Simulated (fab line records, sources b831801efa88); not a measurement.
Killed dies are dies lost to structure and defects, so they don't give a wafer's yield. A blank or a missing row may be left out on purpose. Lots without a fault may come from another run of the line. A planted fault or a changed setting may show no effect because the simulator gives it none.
A struck lot beside a sound one | flow sky130 | 14 steps out of a route of 708
Sound: wafers L516.1, L516.4, L516.6. Struck: wafers L528.2, L528.5, L528.6. The cause comes at the end.
At each step with rows: each side's tool, then ch and its chambers, then its first start. Under that, the readings that differ: sound wafers | struck wafers | difference of the means | sigmas: that difference in standard deviations of wafers without a fault.
alike: readings whose means differ by less than 2 such deviations, and words and numbers that are the same on both sides. not compared: withheld readings, readings that some wafer has no value for, bounds like >300 that may hide the same value, and numbers for which the record gives no deviation and whose values overlap.
The two part at a step that has a row with sigmas, a row that says differs or no value, or rows on one side only. Numbers that don't overlap but have no deviation are shown without sigmas and don't part them. A reading that every wafer of one side lacks parts them only if that side has two wafers or more.

first, 1 step without rows for these wafers: SKY_SONOS_ONO_OXIDATION_00 (stabilise 600 s, purge 300 s, target thk 2.6 nm).
SKY_SONOS_ONO_THK_MEAS_01:
  sound on film_metro-01, day 12 06:57; struck on film_metro-04, day 16 11:19
  alike: SONOS_ONO_OXIDATION_THK
then, 1 step without rows for these wafers: SKY_SONOS_ONO_CVD_02 (deposits Si3N4 from DCS/NH3, target thk 10.5 nm, time 180 s).
SKY_SONOS_ONO_THK_MEAS_03:
  sound on film_metro-04, day 12 08:04; struck on film_metro-04, day 16 12:25
  alike: SONOS_ONO_CVD_02_THK
then, 1 step without rows for these wafers: SKY_SONOS_ONO_CVD_04 (deposits SiO2 from SiH4/N2O, target thk 5.7199 nm).
SKY_SONOS_ONO_THK_MEAS_05:
  sound on film_metro-04, day 12 09:22; struck on film_metro-03, day 16 14:21
  alike: SONOS_ONO_CVD_04_THK
then, 6 steps without rows for these wafers: SKY_SONOS_ONO_DEHYDRATE_06 (time 60 s); SKY_SONOS_ONO_HMDS_07 (prime time 60 s); SKY_SONOS_ONO_COAT_08 (resist thk 1140 nm); SKY_SONOS_ONO_SOFTBAKE_09 (time 60 s); SKY_SONOS_ONO_EXPOSE_10 (exposes mask ONOM, target cd 410 nm); SKY_SONOS_ONO_PEB_11.
SKY_SONOS_ONO_DEVELOP_12: develop time 60 s.
  sound on litho_track-02 ch 0, day 13 11:10; struck on litho_track-02, day 17 18:47
  no value came back on the struck wafers for chill_plate_temp_C (C), develop_time_s (s); on the sound wafers chill_plate_temp_C (C) reads 22.99 22.95 22.83
SKY_SONOS_ONO_CD_MEAS_13: target cd 410 nm.
  sound on cd_sem-01, day 13 11:19; struck on cd_sem-01, day 17 18:56
  reading    | sound             | struck | difference                    | sigmas
  cd_nm (nm) | 410.1 408.5 409.4 | - - -  | no value on the struck wafers |

WHERE THEY PART
First at SKY_SONOS_ONO_DEVELOP_12; last, within this record, at SKY_SONOS_ONO_CD_MEAS_13.

WHY: what the simulator had put in
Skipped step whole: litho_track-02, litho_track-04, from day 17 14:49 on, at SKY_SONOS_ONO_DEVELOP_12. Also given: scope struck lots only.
